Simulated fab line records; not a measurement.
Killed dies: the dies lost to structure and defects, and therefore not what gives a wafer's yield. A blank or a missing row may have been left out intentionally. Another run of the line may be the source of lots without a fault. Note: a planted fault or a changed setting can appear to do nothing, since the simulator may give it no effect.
One fault through the eyes of 2 desks + flow gf180mcu + each desk holds nothing but its own numbers, with what lay behind them at the end

## THE METROLOGY DESK
Means of the sampled wafers that have a number, per lot and without regard to the tool the lot ran on: this is what the gauges read. A lot is out of limits, marked OUT, if its mean lies more than 4 standard deviations from the usual mean; the brackets give that distance.
Columns: A = V3_CVD_00_THK at GF_V3_THK_MEAS_01, usual 597 nm; B = M4_ALCU_RS at GF_M4_RS_MEAS_05, usual 0.0698 ohm/sq; C = M4_ALCU_THK at GF_M4_THK_MEAS_06, usual 454 nm
| lot  | first seen here | A   | B                 | C              |
|------|-----------------|-----|-------------------|----------------|
| L321 | day 22 00:20    | 599 | 0.0689            | 459            |
| L325 | day 23 04:49    | 599 | 0.0740 (+5.1) OUT | 430 (-4.4) OUT |
| L327 | day 24 04:50    | 608 | 0.0732 (+4.2) OUT | 431 (-4.2) OUT |
| L332 | day 26 00:25    | 590 | 0.0698            | 451            |
| L335 | day 26 12:56    | 608 | 0.0696            | 456            |
| L336 | day 26 20:59    | 599 | 0.0699            | 456            |
| L338 | day 27 08:04    | 604 | 0.0692            | 458            |
| L339 | day 27 19:40    | 598 | 0.0695            | 459            |
| L340 | day 27 23:56    | 605 | 0.0703            | 448            |
| L341 | day 28 04:20    | 594 | 0.0701            | 450            |
| L343 | day 28 23:43    | 584 | 0.0702            | 451            |
Finding of this desk: L325, L327 out of limits, first seen on L325 at day 24 05:11 (M4_ALCU_RS at GF_M4_RS_MEAS_05). L321, L332, L335, L336, L338, L339, L340, L341, L343: within limits.

## AT THE TOOL OWNER'S DESK: pvd sputter-01
The tool's own readings at GF_M4_SPUTTER_02 (material AlCu, target thk 450 nm, time 23.9 s): means of the sampled wafers that have a number, for each lot that ran on this tool. A lot is out of limits, marked OUT, if its mean lies more than 4 standard deviations from the usual mean; the brackets give that distance.
Columns: A = cathode dc power W at GF_M4_SPUTTER_02, usual 10600 W; B = throttle valve pct at GF_M4_SPUTTER_02, usual 29.9 %
| lot  | first seen here | A                      | B    |
|------|-----------------|------------------------|------|
| L325 | day 24 05:05    | 9989 (-99 or more) OUT | 30.0 |
| L327 | day 25 04:41    | 9989 (-99 or more) OUT | 30.0 |
| L338 | day 28 07:17    | 10600                  | 29.8 |
| L339 | day 28 18:01    | 10601                  | 30.1 |
| L343 | day 29 19:50    | 10599                  | 29.8 |
This desk's verdict: out of limits on L325, L327, starting with L325 at day 24 05:05 (cathode dc power W at GF_M4_SPUTTER_02). L338, L339, L343: within limits.

## ALL TOGETHER
The tool owner's desk could have raised an alarm at day 24 05:05, on L325, L327.
Metrology desk: alarm possible at day 24 05:11 on L325, L327.
All the named lots went through GF_M4_SPUTTER_02 on pvd sputter-01.

## WHAT THE SIMULATOR PUT IN
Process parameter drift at GF_M4_SPUTTER_02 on pvd sputter-01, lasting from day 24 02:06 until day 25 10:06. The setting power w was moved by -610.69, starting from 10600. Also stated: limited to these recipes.
Lots struck among those shown: L325, L327.
Counting hours from when the fault started, the first reading out of limits came at 3 for the tool owner's desk and at 3 for the metrology desk.
